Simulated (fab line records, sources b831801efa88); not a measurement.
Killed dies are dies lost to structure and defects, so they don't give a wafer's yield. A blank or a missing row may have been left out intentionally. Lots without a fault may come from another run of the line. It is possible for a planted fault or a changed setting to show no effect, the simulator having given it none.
2 desks, one fault | flow sky130 | every desk sees just its own numbers, and what lay behind them comes last

FOR THE TOOL OWNER'S DESK: ilineStepper-01
The tool's own readings at SKY_VT_ADJUST_NCORE_EXPOSE_04 (exposes mask LVTN COMPLEMENT THIN, target cd 380 nm): means of the sampled wafers that have a number, for each lot that ran on this tool. If a lot's mean is further than 4 standard deviations from the usual mean, the lot is out of limits and carries the mark OUT (the distance appears in the brackets).
Columns: A = stageVelMmS at SKY_VT_ADJUST_NCORE_EXPOSE_04, usual 500.02 mm/s
lot  | first seen here | A
L613 | day 8 08:30     | 500.39
L614 | day 8 16:55     | 500.03
L615 | day 8 23:15     | 500.05
L616 | day 9 02:25     | 499.68
L617 | day 9 08:49     | 499.91
L619 | day 10 02:15    | 500.31
L626 | day 12 11:05    | 500.15
L631 | day 13 17:22    | 499.93
L632 | day 14 00:45    | 499.91
L633 | day 14 08:30    | 500.18
This desk's finding: nothing out of limits on any of the 10 lots.

FROM THE METROLOGY DESK
Means of the sampled wafers that have a number, per lot and without regard to the tool the lot ran on: this is what the gauges read. If a lot's mean is further than 4 standard deviations from the usual mean, the lot is out of limits and carries the mark OUT (the distance appears in the brackets).
Columns: A = NWELL_00_OVL at SKY_NWELL_OVL_MEAS_10, usual -0.9 nm; B = cdNm at SKY_VT_ADJUST_NCORE_CD_MEAS_07, usual 379.8 nm; C = VT_ADJUST_HVTR_TW at SKY_VT_ADJUST_HVTR_TW_MEAS_11, usual 212.6; D = POLY_GATE_CVD_03_THK at SKY_POLY_GATE_THK_MEAS_04, usual 75.2 nm
lot  | first seen here | A    | B                | C     | D
L613 | day 4 19:43     | 0.1  | 380.3            | 212.6 | 75.8
L614 | day 4 23:50     | -0.9 | 377.9            | 210.9 | 75.9
L615 | day 5 07:18     | -1.7 | 381.9            | 212.5 | 75.1
L616 | day 5 10:01     | 0.6  | 366.3 (-5.6) OUT | 213.9 | 75.3
L617 | day 5 15:55     | -0.7 | 368.0 (-4.9) OUT | 210.9 | 75.4
L619 | day 6 07:41     | -1.0 | 373.8            | 211.7 | 75.9
L626 | day 8 06:26     | -1.0 | 380.1            | 211.0 | 74.7
L628 | day 8 15:22     | -0.6 | 378.4            | 213.2 | 74.3
L630 | day 8 20:49     | -3.7 | 380.4            | 213.3 | 75.1
L631 | day 9 06:10     | -0.2 | 380.3            | 211.9 | 75.0
L632 | day 9 11:55     | -1.5 | 379.3            | 212.7 | 75.3
L633 | day 9 20:31     | -0.7 | 377.8            | 213.9 | 76.2
L634 | day 10 00:15    | -1.2 | 373.4            | 212.6 | 76.3
This desk's finding: out of limits on L616, L617; first on L616, day 9 11:34 (cdNm at SKY_VT_ADJUST_NCORE_CD_MEAS_07). Within limits: L613, L614, L615, L619, L626, L628, L630, L631, L632, L633, L634.

ALL TOGETHER
The metrology desk could have raised an alarm at day 9 11:34, on L616, L617.
Nothing out of limits was seen by the tool owner's desk.
The tool owner's desk has L616, L617 on record, within its limits.
The lots listed all ran SKY_VT_ADJUST_NCORE_EXPOSE_04 on ilineStepper-01.

WHAT HAD BEEN PUT IN BY THE SIMULATOR
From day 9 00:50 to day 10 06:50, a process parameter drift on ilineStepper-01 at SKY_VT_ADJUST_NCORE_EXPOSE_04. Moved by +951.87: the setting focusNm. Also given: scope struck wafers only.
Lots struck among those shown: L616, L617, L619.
Time in hours between the start of the fault and the first out-of-limits reading at each desk: metrology desk, 11.
